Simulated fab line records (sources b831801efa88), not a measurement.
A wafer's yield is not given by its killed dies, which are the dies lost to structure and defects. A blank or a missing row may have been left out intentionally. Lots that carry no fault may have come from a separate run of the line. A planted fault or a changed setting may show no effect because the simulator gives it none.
2 desks looking at one fault | flow sfq-line | what lay behind the numbers comes last; until then each desk has only its own

## DESK OF THE TOOL OWNER: cmp-02
The tool's own readings at SFQ_TRILAYER_I1_CMP_CMP_046 (polishes SiO2): means of the sampled wafers that have a number, for each lot that ran on this tool. Marked OUT: a lot whose mean sits more than 4 standard deviations from the usual mean, which makes it out of limits; the brackets give that distance.
Columns: A = motor-current-A at SFQ_TRILAYER_I1_CMP_CMP_046, usual 10.5 A; B = time-to-endpoint-s at SFQ_TRILAYER_I1_CMP_CMP_046, usual 212 s
lot  | first seen here | A    | B
L700 | day 13 01:58    | 10.1 | 214
L702 | day 13 19:58    | 10.3 | 207
L703 | day 14 01:58    | 9.2  | 208
L704 | day 15 01:30    | 9.4  | 223
L705 | day 15 13:00    | 9.5  | 221
L707 | day 16 01:30    | 9.8  | 216
L709 | day 16 16:30    | 10.0 | 236
L719 | day 19 17:12    | 10.4 | 220
L720 | day 20 00:24    | 10.2 | 206
L721 | day 20 04:30    | 9.2  | 200
L722 | day 20 11:49    | 10.1 | 215
Finding of this desk: none of the 11 lots has anything out of limits.

## FROM THE METROLOGY DESK
What the gauges read, lot by lot, whatever tool the lot ran on: means of the sampled wafers that have a number. Marked OUT: a lot whose mean sits more than 4 standard deviations from the usual mean, which makes it out of limits; the brackets give that distance.
Columns: A = I1_BOW at SFQ_I1_BOW_MEAS_912, usual 1 um
lot  | first seen here | A
L700 | day 13 04:58    | 13
L701 | day 13 09:34    | 8
L702 | day 13 22:59    | -3
L703 | day 14 04:58    | 1
L704 | day 15 04:02    | 7
L705 | day 15 16:00    | -3
L707 | day 16 04:02    | -2
L709 | day 16 19:00    | 1
L711 | day 17 07:36    | 3
L717 | day 19 01:36    | -12
L719 | day 19 20:13    | 1
L720 | day 20 03:24    | 3
L721 | day 20 07:00    | -3
L722 | day 20 14:22    | 2
Finding of this desk: none of the 14 lots has anything out of limits.

## BROUGHT TOGETHER
The desk of the tool owner found nothing out of limits.
The metrology desk saw nothing out of limits.

## WHAT WAS PUT IN BY THE SIMULATOR
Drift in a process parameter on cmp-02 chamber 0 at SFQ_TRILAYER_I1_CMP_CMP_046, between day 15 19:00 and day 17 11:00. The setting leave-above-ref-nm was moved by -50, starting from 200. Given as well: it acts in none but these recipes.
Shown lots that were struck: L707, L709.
